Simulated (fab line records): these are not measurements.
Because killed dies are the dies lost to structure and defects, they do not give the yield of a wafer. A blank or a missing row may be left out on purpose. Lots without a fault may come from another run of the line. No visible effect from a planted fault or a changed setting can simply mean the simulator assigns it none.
fab line records -- flow sky130 -- part 2 of 2: steps 24 to 31 of 31
record: lots: 5, wafers: 15, last-day: 50
route steps=708 shown SONOS_TUNNEL@166 SONOS_ONO@168 GATE_OXIDE@187
lots untouched by any fault: they come from a run of this same line in which no faults occurred
start-h: hours from the record's opening day to when the first of the lot's shown wafers began -- wait-h: hours elapsed since this lot's preceding step -- " same as the row above -- L1.1+2: a single row standing in for several wafers -- - value missing, or start not given -- * or withheld: withheld -- < > ~ a bound
route shown NAME@n: names a module that has steps shown in the file, with the first one's number in the route -- usual: mean and standard deviation over wafers with no fault -- same: alike in all rows -- chamber/n: place in a boat -- sites: readings site by site -- _std_site: how widely they spread, as a standard deviation -- _edge_site: mean of outer sites minus mean of inner sites -- radius-mm: for every site, how far away it sits from the centre of the wafer -- mask NAME#n: copy n -- behind: the most recent tool/chamber to have shaped the wafer -- hold: cause of the lot's hold/its duration in hours/its outcome -- device: transistor that didn't switch, given as n, p or np -- end of line: tests run on the same wafers once the route is complete -- for a step that has no rows: nothing shown but its recipe -- killed: not the wafer's yield, but the dies lost to structure and defects at the first sort -- map: a wafer's dies, x killed, . not, _ none there
set.NAME: the setting the step ran with; set.NAME@STEP: the setting that earlier step ran with -- model.NAME: the simulator's own value behind a step, which no gauge read
lots at selected steps of the route; one table per step, one row per wafer
services: the hour from which a tool's chamber was out of use, counted from the record's first day as start-h (under 0 if before that day), plus the number of hours and why
== steps ==
step: SKY_GATE_OXIDE_THK_MEAS_02
recipe: reads: SiO2_of_GATE_OXIDE_OXIDATION_01
usual: GATE_OXIDE_OXIDATION_00_THK: 10.37/0.25
lot.wafer,tool,chamber,start-h,wait-h,GATE_OXIDE_OXIDATION_00_THK[nm]
L083.2,film-metro-04,-,358.07,0.0,10.20
L083.3,film-metro-04,-,358.07,0.0,10.10
L083.5,film-metro-04,-,358.07,0.0,10.13
L092.2,film-metro-02,-,435.98,0.0,10.41
L092.4,film-metro-02,-,435.98,0.0,10.29
L092.6,film-metro-02,-,435.98,0.0,10.37
L093.2,film-metro-03,-,439.15,0.0,10.20
L093.3,film-metro-03,-,439.15,0.0,10.20
L093.5,film-metro-03,-,439.15,0.0,10.12
L095.1,film-metro-04,-,454.03,0.0,10.12
L095.3,film-metro-04,-,454.03,0.0,9.97
L095.4,film-metro-04,-,454.03,0.0,9.98
L097.1,film-metro-02,-,474.75,0.0,10.16
L097.4,film-metro-02,-,474.75,0.0,10.20
L097.5,film-metro-02,-,474.75,0.0,10.21
step: SKY_GATE_OXIDE_DEHYDRATE_03
recipe: temp-c: 200, time-s: 60
usual: chill-plate-temp-C: 23.00/0.098, plate-temp-C: 200.01/0.14, resist-line-temp-C: 23.00/0.11
lot.wafer,tool,chamber,start-h,wait-h,chill-plate-temp-C,plate-temp-C,resist-line-temp-C
L083.2,litho-track-01,0,371.15,13.1,23.01,200.20,23.13
L083.3,litho-track-01,0,371.15,13.1,23.03,200.06,22.86
L083.5,litho-track-01,0,371.15,13.1,23.04,199.95,22.96
L092.2,litho-track-01,0,450.75,14.8,22.88,199.79,23.15
L092.4,litho-track-01,0,450.75,14.8,23.00,199.84,22.94
L092.6,litho-track-01,0,450.75,14.8,23.02,199.80,23.01
L093.2,litho-track-02,0,454.21,15.0,23.10,200.08,22.87
L093.3,litho-track-02,0,454.21,15.0,23.18,200.11,23.19
L093.5,litho-track-02,0,454.21,15.0,23.15,199.93,22.93
L095.1,litho-track-02,0,468.68,14.6,22.94,200.18,22.99
L095.3,litho-track-02,0,468.68,14.6,23.02,200.34,22.86
L095.4,litho-track-02,0,468.68,14.6,23.02,200.14,22.84
L097.1,litho-track-04,0,489.45,14.7,23.08,200.04,23.00
L097.4,litho-track-04,0,489.45,14.7,23.17,200.02,23.04
L097.5,litho-track-04,0,489.45,14.7,23.09,200.12,23.01
step: SKY_GATE_OXIDE_HMDS_04
recipe: prime-time-s: 60, prime-temp-c: 120
usual: chill-plate-temp-C: 23.00/0.11, prime-temp-c: 119.99/0.13, resist-line-temp-C: 23.00/0.1
lot.wafer,tool,chamber,start-h,wait-h,chill-plate-temp-C,prime-temp-c,resist-line-temp-C
L083.2,litho-track-01,0,371.30,0.1,22.94,119.95,22.96
L083.3,litho-track-01,0,371.30,0.1,22.81,120.01,22.91
L083.5,litho-track-01,0,371.30,0.1,22.75,119.94,23.02
L092.2,litho-track-01,0,450.90,0.1,23.04,119.82,23.18
L092.4,litho-track-01,0,450.90,0.1,23.16,119.89,23.00
L092.6,litho-track-01,0,450.90,0.1,22.95,119.76,23.17
L093.2,litho-track-02,0,454.36,0.1,22.94,119.89,22.80
L093.3,litho-track-02,0,454.36,0.1,22.99,119.90,22.98
L093.5,litho-track-02,0,454.36,0.1,22.85,119.79,23.02
L095.1,litho-track-02,0,468.83,0.1,22.95,119.96,23.02
L095.3,litho-track-02,0,468.83,0.1,22.99,120.14,22.93
L095.4,litho-track-02,0,468.83,0.1,22.98,120.06,23.05
L097.1,litho-track-04,0,489.60,0.1,23.10,120.14,22.97
L097.4,litho-track-04,0,489.60,0.1,22.98,119.85,22.86
L097.5,litho-track-04,0,489.60,0.1,23.20,120.01,22.93
step: SKY_GATE_OXIDE_COAT_05
recipe: resist: NOVOLAK, spin-rpm: 3000, resist-thk-nm: 1140
usual: chill-plate-temp-C: 23.00/0.12, resist-line-temp-C: 22.99/0.095
lot.wafer,tool,chamber,start-h,wait-h,chill-plate-temp-C,resist-line-temp-C
L083.2,litho-track-01,0,371.45,0.1,23.02,22.95
L083.3,litho-track-01,0,371.45,0.1,23.08,22.91
L083.5,litho-track-01,0,371.45,0.1,22.87,23.11
L092.2,litho-track-01,0,451.05,0.1,23.04,23.04
L092.4,litho-track-01,0,451.05,0.1,22.99,22.96
L092.6,litho-track-01,0,451.05,0.1,22.92,22.97
L093.2,litho-track-02,0,454.51,0.1,22.90,23.08
L093.3,litho-track-02,0,454.51,0.1,22.84,22.93
L093.5,litho-track-02,0,454.51,0.1,22.95,23.06
L095.1,litho-track-02,0,468.98,0.1,23.08,23.02
L095.3,litho-track-02,0,468.98,0.1,23.04,23.06
L095.4,litho-track-02,0,468.98,0.1,22.98,23.11
L097.1,litho-track-04,0,489.75,0.1,23.18,22.94
L097.4,litho-track-04,0,489.75,0.1,23.01,22.91
L097.5,litho-track-04,0,489.75,0.1,23.03,23.02
step: SKY_GATE_OXIDE_SOFTBAKE_06
recipe: temp-c: 90, time-s: 60, resist: NOVOLAK
usual: chill-plate-temp-C: 22.96/0.1, plate-temp-C: 89.96/0.12, resist-line-temp-C: 22.99/0.11
lot.wafer,tool,chamber,start-h,wait-h,chill-plate-temp-C,plate-temp-C,resist-line-temp-C
L083.2,litho-track-01,0,371.60,0.1,23.00,89.87,22.77
L083.3,litho-track-01,0,371.60,0.1,23.00,89.83,22.86
L083.5,litho-track-01,0,371.60,0.1,22.88,89.81,22.90
L092.2,litho-track-01,0,451.20,0.1,23.07,89.95,22.96
L092.4,litho-track-01,0,451.20,0.1,22.89,89.93,22.98
L092.6,litho-track-01,0,451.20,0.1,22.99,89.87,22.96
L093.2,litho-track-02,0,454.66,0.1,23.21,89.92,22.97
L093.3,litho-track-02,0,454.66,0.1,23.08,90.12,23.03
L093.5,litho-track-02,0,454.66,0.1,23.04,90.04,22.91
L095.1,litho-track-02,0,469.13,0.1,22.93,90.08,22.99
L095.3,litho-track-02,0,469.13,0.1,23.00,90.13,22.96
L095.4,litho-track-02,0,469.13,0.1,23.01,90.11,22.83
L097.1,litho-track-04,0,489.90,0.1,22.82,89.97,22.98
L097.4,litho-track-04,0,489.90,0.1,22.86,89.83,22.99
L097.5,litho-track-04,0,489.90,0.1,22.89,89.77,22.94
step: SKY_GATE_OXIDE_EXPOSE_07
recipe: mask-id: LVOM, na: 0.6, source-shape: conventional, sigma-outer: 0.6, polarization: unpolarized, target-cd-nm: 600, dose-mj: 170
same: na: 0.6
lot.wafer,tool,chamber,start-h,wait-h,mask
L083.2+3+5,iline-stepper-01,0,-,-,LVOM#0
L092.2+4+6,iline-stepper-02,0,-,-,LVOM#0
L093.2+3+5,iline-stepper-02,0,-,-,LVOM#0
L095.1+3+4,iline-stepper-02,0,-,-,LVOM#0
L097.1+4+5,iline-stepper-02,0,-,-,LVOM#0
step: SKY_GATE_OXIDE_PEB_08
recipe: temp-c: withheld, time-s: *, resist: NOVOLAK
usual: chill-plate-temp-C: *, resist-line-temp-C: *
lot.wafer,tool,chamber,start-h,wait-h,chill-plate-temp-C,resist-line-temp-C
L083.2,litho-track-04,0,-,-,*,*
L083.3,litho-track-04,0,-,-,*,*
L083.5,litho-track-04,0,-,-,*,*
L092.2,litho-track-02,0,-,-,*,*
L092.4,litho-track-02,0,-,-,*,*
L092.6,litho-track-02,0,-,-,*,*
L093.2,litho-track-02,0,-,-,*,*
L093.3,litho-track-02,0,-,-,*,*
L093.5,litho-track-02,0,-,-,*,*
L095.1,litho-track-01,0,-,-,*,*
L095.3,litho-track-01,0,-,-,*,*
L095.4,litho-track-01,0,-,-,*,*
L097.1,litho-track-01,0,-,-,*,*
L097.4,litho-track-01,0,-,-,*,*
L097.5,litho-track-01,0,-,-,*,*
step: SKY_GATE_OXIDE_DEVELOP_09
recipe: resist: NOVOLAK, developer: TMAH, develop-time-s: 60, dev-temp-c: 22.28
usual: chill-plate-temp-C: 23.01/0.094, resist-line-temp-C: 23.02/0.11
lot.wafer,tool,chamber,start-h,wait-h,chill-plate-temp-C,resist-line-temp-C
L083.2,litho-track-04,0,386.18,0.1,22.99,22.86
L083.3,litho-track-04,0,386.18,0.1,23.07,22.91
L083.5,litho-track-04,0,386.18,0.1,23.05,23.04
L092.2,litho-track-02,0,466.16,0.1,22.92,23.17
L092.4,litho-track-02,0,466.16,0.1,23.06,23.04
L092.6,litho-track-02,0,466.16,0.1,22.84,23.21
L093.2,litho-track-02,0,469.46,0.1,22.94,22.92
L093.3,litho-track-02,0,469.46,0.1,22.86,22.91
L093.5,litho-track-02,0,469.46,0.1,22.83,22.89
L095.1,litho-track-01,0,484.17,0.1,22.85,23.15
L095.3,litho-track-01,0,484.17,0.1,23.01,23.02
L095.4,litho-track-01,0,484.17,0.1,23.12,22.99
L097.1,litho-track-01,0,504.37,0.1,22.93,23.14
L097.4,litho-track-01,0,504.37,0.1,23.06,23.01
L097.5,litho-track-01,0,504.37,0.1,23.04,23.01
== services ==
tool,chamber,start-h,hours,kind
wet-bench-02,-,310.15,1.5,repair
furnace-02,-,310.97,1.3,repair
iline-stepper-02,-,311.94,1.7,pm
lpcvd-02,-,314.28,0.8,pm
wet-bench-02,-,318.27,4.4,pm
rie-diel-04,2,329.10,2.6,repair
rie-diel-04,2,333.86,5.3,repair
iline-stepper-01,-,343.68,1.7,pm
lpcvd-03,-,353.15,0.7,repair
furnace-02,-,373.38,2.5,pm
rie-diel-04,0,389.34,9.8,repair
lpcvd-03,-,389.72,0.2,repair
rie-diel-04,-,393.32,0.7,repair
iline-stepper-01,-,418.94,5.7,repair
iline-stepper-01,-,423.13,6.2,repair
wet-bench-03,-,429.15,2.5,repair
iline-stepper-01,-,444.40,10.4,repair
rie-diel-04,-,452.00,9.3,repair
furnace-01,-,453.13,3.2,pm
iline-stepper-01,-,466.03,4.4,pm
furnace-01,-,467.41,3.2,repair
wet-bench-01,-,477.70,71.7,pm
furnace-01,-,477.77,3.6,pm
iline-stepper-01,-,478.69,8.9,pm
